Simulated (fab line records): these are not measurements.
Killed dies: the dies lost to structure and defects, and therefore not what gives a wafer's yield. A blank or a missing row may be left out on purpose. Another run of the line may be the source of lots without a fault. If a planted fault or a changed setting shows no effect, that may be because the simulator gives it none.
2 desks looking at one fault / flow gf180mcu / what lay behind the numbers comes last; until then each desk has only its own

== FROM THE METROLOGY DESK ==
What the gauges read for every lot (on any tool): the sampled wafers with a number, averaged. A lot is out of limits, marked OUT, if its mean lies more than 4 standard deviations from the usual mean; the brackets give that distance.
Columns: A = V1_CVD_02_THK at GF_V1_THK_MEAS_03, usual 845 nm; B = V1_BOW at GF_V1_BOW_MEAS_05, usual 82 um; C = cd nm at GF_V1_CD_MEAS_14, usual 261.0 nm
lot=L150; first seen here=day 17 11:52; A=830; B=84; C=262.0
lot=L151; first seen here=day 18 01:05; A=834; B=69; C=260.8
lot=L152; first seen here=day 18 05:05; A=855; B=73; C=248.7 (-10) OUT
lot=L153; first seen here=day 18 17:35; A=839; B=79; C=251.6 (-7.8) OUT
lot=L155; first seen here=day 19 09:20; A=842; B=76; C=261.4
lot=L159; first seen here=day 21 08:52; A=822; B=79; C=261.4
lot=L163; first seen here=day 22 15:30; A=833; B=90; C=259.4
lot=L165; first seen here=day 23 01:37; A=836; B=90; C=260.7
lot=L164; first seen here=day 23 03:41; A=839; B=92; C=260.6
lot=L168; first seen here=day 23 23:36; A=853; B=75; C=261.0
lot=L170; first seen here=day 24 16:41; A=842; B=84; C=260.0
lot=L172; first seen here=day 25 07:47; A=845; B=91; C=260.0
Finding of this desk: L152, L153 out of limits; the first was L152 at day 19 05:26, on cd nm at GF_V1_CD_MEAS_14. Within limits: L150, L151, L155, L159, L163, L165, L164, L168, L170, L172.

== THE TOOL OWNER'S DESK: krf scanner-01 ==
The tool's own readings at GF_V1_EXPOSE_11 (exposes mask Via1, target cd 260 nm): means of the sampled wafers that have a number, for each lot that ran on this tool. A lot is out of limits, marked OUT, if its mean lies more than 4 standard deviations from the usual mean; the brackets give that distance.
Columns: A = exposure dose mJ cm2 at GF_V1_EXPOSE_11, usual 37.95; B = stage vel mm s at GF_V1_EXPOSE_11, usual 500.00 mm/s
lot=L150; first seen here=day 18 00:55; A=37.93; B=500.02
lot=L151; first seen here=day 18 13:10; A=38.00; B=500.13
lot=L152; first seen here=day 18 17:08; A=35.16 (-70) OUT; B=500.04
lot=L153; first seen here=day 19 06:55; A=35.70 (-56) OUT; B=500.18
Finding of this desk: L152, L153 out of limits; the first was L152 at day 18 17:08, on exposure dose mJ cm2 at GF_V1_EXPOSE_11. Within limits: L150, L151.

== TAKEN TOGETHER ==
The tool owner's desk could have raised an alarm at day 18 17:08, on L152, L153.
L152, L153 would have let the metrology desk raise an alarm at day 19 05:26.
On krf scanner-01, each named lot ran GF_V1_EXPOSE_11.

== WHAT HAD BEEN PUT IN BY THE SIMULATOR ==
Process parameter drift: krf scanner-01, from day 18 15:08 on, at GF_V1_EXPOSE_11. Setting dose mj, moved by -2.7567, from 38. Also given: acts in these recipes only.
Shown lots that were struck: L152, L153.
Hours from the fault's start to each desk's first reading out of limits: the tool owner's desk, 2; the metrology desk, 14.
